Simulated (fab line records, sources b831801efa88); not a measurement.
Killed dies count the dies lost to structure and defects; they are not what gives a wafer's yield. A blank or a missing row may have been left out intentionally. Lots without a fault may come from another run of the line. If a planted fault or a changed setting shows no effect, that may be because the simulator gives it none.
One fault through the eyes of 2 desks | flow sky130 | what lay behind the numbers comes last; until then each desk has only its own

== THE TOOL OWNER'S DESK: rie-si-02 ==
The tool's own readings at SKY_POLY_GATE_ETCH_17 (etches poly-Si in HBr/Cl2, stops on SiO2, target depth 180 nm, time 70.5 s): means of the sampled wafers that have a number, for each lot that ran on this tool. A lot is out of limits, marked OUT, if its mean lies more than 4 standard deviations from the usual mean; the brackets give that distance.
Columns: A = drypump-motor-current-A at SKY_POLY_GATE_ETCH_17, usual 5.8 A; B = he-backside-leak-sccm at SKY_POLY_GATE_ETCH_17, usual 2.66 sccm; C = oes-product-au at SKY_POLY_GATE_ETCH_17, usual 0.980 a.u.; D = run-length-s at SKY_POLY_GATE_ETCH_17, usual 98.9 s; E = throttle-valve-pct at SKY_POLY_GATE_ETCH_17, usual 33.683 %
lot  | first seen here | A   | B    | C     | D              | E
L983 | day 16 23:29    | 5.8 | 2.69 | 0.983 | 98.9           | 33.690
L992 | day 20 14:00    | 5.9 | 2.68 | 0.981 | 92.8 (-14) OUT | 33.674
L102 | day 23 16:14    | 5.9 | 2.83 | 0.975 | 99.1           | 33.684
L104 | day 24 11:29    | 5.8 | 2.52 | 0.984 | 98.7           | 33.682
This desk's finding: out of limits on L992; first on L992, day 20 14:00 (run-length-s at SKY_POLY_GATE_ETCH_17). L983, L102, L104: within limits.

== FROM THE METROLOGY DESK ==
Lot by lot, what the gauges showed, no matter which tool ran the lot: averages of those sampled wafers that carry a number. A lot is out of limits, marked OUT, if its mean lies more than 4 standard deviations from the usual mean; the brackets give that distance.
Columns: A = NWELL_2_TW at SKY_NWELL_TW_MEAS_26, usual 491; B = VT_ADJUST_NCORE_TW at SKY_VT_ADJUST_NCORE_TW_MEAS_11, usual 216.2
lot  | first seen here | A   | B
L982 | day 5 04:58     | 496 | 217.8
L983 | day 5 17:05     | 496 | 217.9
L984 | day 5 17:24     | 496 | 217.5
L992 | day 7 19:54     | 490 | 216.1
L995 | day 8 13:19     | 491 | 214.3
L997 | day 9 02:52     | 493 | 219.6
L100 | day 9 18:27     | 488 | 214.7
L101 | day 10 02:48    | 485 | 213.5
L102 | day 10 07:42    | 489 | 213.5
L103 | day 10 14:16    | 489 | 214.0
L104 | day 11 00:25    | 486 | 214.9
L105 | day 11 07:13    | 496 | 218.4
Result from this desk: across the 12 lots, nothing is out of limits.

== ALL TOGETHER ==
The tool owner's desk could have raised an alarm at day 20 14:00, on L992.
Nothing out of limits was seen by the metrology desk.
The metrology desk holds a record of L992, inside its limits.
The lots listed all ran SKY_POLY_GATE_ETCH_17 on rie-si-02.

== WHAT THE SIMULATOR HAD PUT IN ==
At SKY_POLY_GATE_ETCH_17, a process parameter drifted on rie-si-02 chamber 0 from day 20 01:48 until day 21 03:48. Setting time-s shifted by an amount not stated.
Shown lots that were struck: L992.
Delay in hours, fault start to first out-of-limits reading, by desk: the tool owner's desk at 12.
